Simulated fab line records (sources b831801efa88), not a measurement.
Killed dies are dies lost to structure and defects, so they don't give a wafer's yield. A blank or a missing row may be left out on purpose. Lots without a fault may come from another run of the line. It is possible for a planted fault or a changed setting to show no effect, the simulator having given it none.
Comparing a struck lot with a sound one + flow sky130 + 15 steps out of a route of 708
Sound: these wafers, L588.1, L588.4, L588.5. Wafers L593.3, L593.5, L593.6 were the ones struck. At the end, the cause is stated.
At each step with rows: each side's tool, then ch and its chambers, then its first start. Under that, the readings that differ: sound wafers + struck wafers + difference of the means + sigmas: that difference in standard deviations of wafers without a fault.
alike: readings whose means differ by less than 2 such deviations, and words and numbers that are the same on both sides. not compared: withheld readings, readings that some wafer has no value for, bounds like >300 that may hide the same value, and numbers for which the record gives no deviation and whose values overlap.
A row with sigmas, a row that says differs or no value, or rows on one side alone: a step with any of these is where the two part. Non-overlapping numbers with no deviation appear without sigmas and do not part them. A reading missing from all wafers of one side parts the sides only when that side holds two or more wafers.

SKY_CAP2M_THK_MEAS_01:
  sound on film_metro-01, day 41 10:56; struck on film_metro-02, day 43 03:53
  alike: CAP2M_CVD_00_THK
SKY_CAP2M_SPUTTER_02: material TiN, target thk 200 nm, time 166.7 s.
  sound on pvd_sputter-01, day 41 10:59; struck on pvd_sputter-01, day 43 03:56
  alike: cathode_dc_power_W, throttle_valve_pct
SKY_CAP2M_RS_MEAS_03: the measuring method here is four-point-probe.
  sound on film_metro-02, day 41 11:06; struck on film_metro-03, day 43 04:05
  alike: CAP2M_TIN_RS
SKY_CAP2M_THK_MEAS_04: measures by xrf.
  sound on film_metro-02, day 41 11:13; struck on film_metro-03, day 43 04:11
  alike: CAP2M_TIN_THK
then, 7 steps without rows for these wafers: SKY_CAP2M_DEHYDRATE_05 (time 60 s); SKY_CAP2M_HMDS_06 (prime time 60 s); SKY_CAP2M_COAT_07 (resist thk 1140 nm); SKY_CAP2M_SOFTBAKE_08 (time 60 s); SKY_CAP2M_EXPOSE_09 (exposes mask CAP2M, target cd 1000 nm); SKY_CAP2M_PEB_10; SKY_CAP2M_DEVELOP_11 (develop time 60 s).
SKY_CAP2M_OVL_MEAS_12:
  sound on overlay-02, day 42 10:48; struck on overlay-01, day 44 02:05
| reading        | sound        | struck      | difference | sigmas |
|----------------|--------------|-------------|------------|--------|
| CAP2M_OVL (nm) | 0.4 -0.1 1.0 | 3.2 5.3 2.5 | +3.2       | +2     |
SKY_CAP2M_METAL_ETCH_13: etches TiN in Cl2/BCl3, stops on SiO2, target depth 220 nm, time 62.9 s.
  sound on rie_metal-03 ch 1, day 42 10:50; struck on rie_metal-01 ch 0,1, day 44 02:08
| reading               | sound             | struck            | difference | sigmas |
|-----------------------|-------------------|-------------------|------------|--------|
| oes_product_au (a.u.) | 0.939 0.922 0.941 | 0.965 0.966 0.966 | +0.032     | +5     |
| run_length_s (s)      | 91.1 91.0 90.8    | 89.0 89.3 88.8    | -1.9       | -3     |
  alike: chamber_pressure_mTorr, drypump_motor_current_A, throttle_valve_pct
  not compared: rf_hours_counter_h, model.NOVOLAK_of_CAP2M_COAT_07.thk_nm
SKY_CAP2M_STRIP_14: strips in O2/N2.
  sound on plasma_asher-01 ch 0,1, day 42 10:59; struck on plasma_asher-04 ch 0,1, day 44 02:13
  alike: chamber_pressure_mTorr, drypump_motor_current_A, n2_flow_sccm, oes_product_au, strip_time_to_endpoint_s
  not compared: rf_hours_counter_h
following that, these wafers have no rows for 1 step: SKY_PAD_OPEN_PROBE_99.

== WHERE THEY PART ==
Last at SKY_CAP2M_METAL_ETCH_13 as far as this record goes, first at SKY_CAP2M_OVL_MEAS_12. Later steps at which nothing parts them and some readings are alike: SKY_CAP2M_STRIP_14.

WHY: whatever the simulator had introduced
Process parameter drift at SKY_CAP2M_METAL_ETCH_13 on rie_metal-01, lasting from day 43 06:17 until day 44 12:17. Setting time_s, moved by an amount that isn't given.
